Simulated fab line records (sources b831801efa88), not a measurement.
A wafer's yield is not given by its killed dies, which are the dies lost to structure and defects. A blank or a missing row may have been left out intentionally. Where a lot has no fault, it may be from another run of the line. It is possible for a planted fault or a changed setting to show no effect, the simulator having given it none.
One fault through the eyes of 2 desks | flow sky130 | every desk sees just its own numbers, and what lay behind them comes last

## AT THE METROLOGY DESK
Means of the sampled wafers that have a number, per lot and without regard to the tool the lot ran on: this is what the gauges read. Marked OUT: a lot whose mean sits more than 4 standard deviations from the usual mean, which makes it out of limits; the brackets give that distance.
Columns: A = POLY_GATE_CVD_00_THK at SKY_POLY_GATE_THK_MEAS_01, usual 179.2 nm; B = LDD_P_TW at SKY_LDD_P_TW_MEAS_11, usual 632; C = LDD_HVN_TW at SKY_LDD_HVN_TW_MEAS_10, usual 1435
lot  | first seen here | A     | B   | C
L269 | day 13 18:29    | 179.3 | 628 | 1444
L270 | day 14 09:11    | 182.4 | 634 | 1446
L271 | day 16 00:22    | 175.3 | 624 | 1438
L273 | day 16 00:25    | 182.1 | 631 | 1424
L274 | day 16 04:50    | 178.6 | 622 | 1424
L277 | day 16 11:10    | 180.3 | 639 | 1443
L279 | day 17 03:34    | 179.7 | 628 | 1436
L278 | day 17 09:18    | 181.0 | 640 | 2910 (+99 or more) OUT
L283 | day 18 13:05    | 177.8 | 632 | 2898 (+99 or more) OUT
L286 | day 19 19:45    | 177.5 | 635 | 1418
L290 | day 21 03:15    | 179.2 | 638 | 1422
L292 | day 21 22:16    | 179.8 | 635 | 1440
Finding of this desk: L278, L283 out of limits, first seen on L278 at day 23 23:20 (LDD_HVN_TW at SKY_LDD_HVN_TW_MEAS_10). L269, L270, L271, L273, L274, L277, L279, L286, L290, L292 stayed within limits.

## DESK OF THE TOOL OWNER: implanter-02
The tool's own readings at SKY_LDD_HVN_IMPLANT_08, given as means over the sampled wafers that have a number, one for each lot that went through this tool. Marked OUT: a lot whose mean sits more than 4 standard deviations from the usual mean, which makes it out of limits; the brackets give that distance.
Columns: A = beam on s at SKY_LDD_HVN_IMPLANT_08, usual 10.02 s; B = dose ions cm2 at SKY_LDD_HVN_IMPLANT_08, usual 3e+13; C = end station pressure torr at SKY_LDD_HVN_IMPLANT_08, usual 5.13e-06 Torr; D = faraday current uA at SKY_LDD_HVN_IMPLANT_08, usual 169; E = tilt deg at SKY_LDD_HVN_IMPLANT_08, usual 40.003 degrees
lot  | first seen here | A               | B                       | C                   | D                      | E
L269 | day 20 00:03    | 9.83            | 3e+13                   | 5.25e-06            | 172                    | 40.014
L270 | day 20 11:32    | 10.12           | 3e+13                   | 5.14e-06            | 167                    | 39.989
L273 | day 22 12:56    | 10.09           | 3e+13                   | 5.13e-06            | 167                    | 40.017
L277 | day 23 01:00    | 9.97            | 3e+13                   | 5.17e-06            | 169                    | 39.990
L279 | day 23 15:47    | 10.20           | 3e+13                   | 5.07e-06            | 167                    | 40.008
L278 | day 23 23:05    | 12.26 (+11) OUT | 3e+14 (+99 or more) OUT | 6.10e-06            | 1416 (+99 or more) OUT | 40.006
L283 | day 24 23:52    | 12.46 (+12) OUT | 3e+14 (+99 or more) OUT | 6.37e-06 (+5.0) OUT | 1396 (+99 or more) OUT | 40.000
L290 | day 27 11:16    | 10.17           | 3e+13                   | 5.38e-06            | 167                    | 40.007
Finding of this desk: L278, L283 out of limits; the first was L278 at day 23 23:05, on beam on s at SKY_LDD_HVN_IMPLANT_08. L269, L270, L273, L277, L279, L290 stayed within limits.

## TAKEN TOGETHER
On L278, L283, at day 23 23:05, an alarm was possible from the tool owner's desk.
An alarm was possible from the metrology desk at day 23 23:20, on L278, L283.
SKY_LDD_HVN_IMPLANT_08 was run on implanter-02 by each of the lots named.

## WHAT THE SIMULATOR PUT IN
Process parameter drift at SKY_LDD_HVN_IMPLANT_08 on implanter-02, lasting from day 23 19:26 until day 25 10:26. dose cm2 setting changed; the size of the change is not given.
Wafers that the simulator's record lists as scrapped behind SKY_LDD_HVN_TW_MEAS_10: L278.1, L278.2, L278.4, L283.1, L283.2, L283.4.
Lots struck among those shown: L278, L283.
Counting hours from when the fault started, the first reading out of limits came at 4 for the tool owner's desk and at 4 for the metrology desk.
